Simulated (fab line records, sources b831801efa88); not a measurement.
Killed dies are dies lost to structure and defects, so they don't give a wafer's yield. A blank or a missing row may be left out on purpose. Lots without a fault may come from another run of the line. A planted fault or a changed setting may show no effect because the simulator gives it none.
Chamber matching | flow sky130 | SKY_FIELD_ISO_ETCH_17 on rie_si-02: 4 sister chambers
The step etches Si in HBr/Cl2/O2, target depth 342 nm, time 97.7 s. 4 wafers are shown with their chamber, then 7 later ones without.

WAFERS WITH THEIR CHAMBER
wafer  | chamber | drypump_motor_current_A (A)
L795.6 | 0       | 5.8
L796.6 | 2       | 5.3
L798.3 | 1       | 6.0
L798.4 | 3       | 5.6

WAFERS WITHOUT THEIR CHAMBER
wafer  | drypump_motor_current_A (A)
L798.6 | 5.9
L799.1 | 5.8
L799.3 | 5.3
L799.4 | 5.6
L800.2 | 5.3
L800.3 | 5.8
L800.6 | 5.8

WHICH CHAMBER EACH WENT THROUGH
wafer  | from the rows above     | in truth
L798.6 | can't be placed: 1 or 0 | 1
L799.1 | 0                       | 0
L799.3 | 2                       | 2
L799.4 | 3                       | 3
L800.2 | 2                       | 2
L800.3 | 0                       | 0
L800.6 | 0                       | 0
Placed correctly: 6 of 7. Can't be placed from these rows: 1 (the true chamber is among the candidates in 1). Placed wrongly: 0.
How it was worked out, from the rows above alone: a wafer's distance from a chamber is the root of the sum, over the readings, of the square of ((its reading less the chamber's mean) divided by the reading's scatter). The wafer belongs to the nearest chamber; if the next one is less than 2 further off, it can't be placed. A chamber's mean is the mean of its shown wafers. The scatter: with one shown wafer a chamber, the root of the mean of the squares of how far each hidden wafer lies from its nearest shown one.
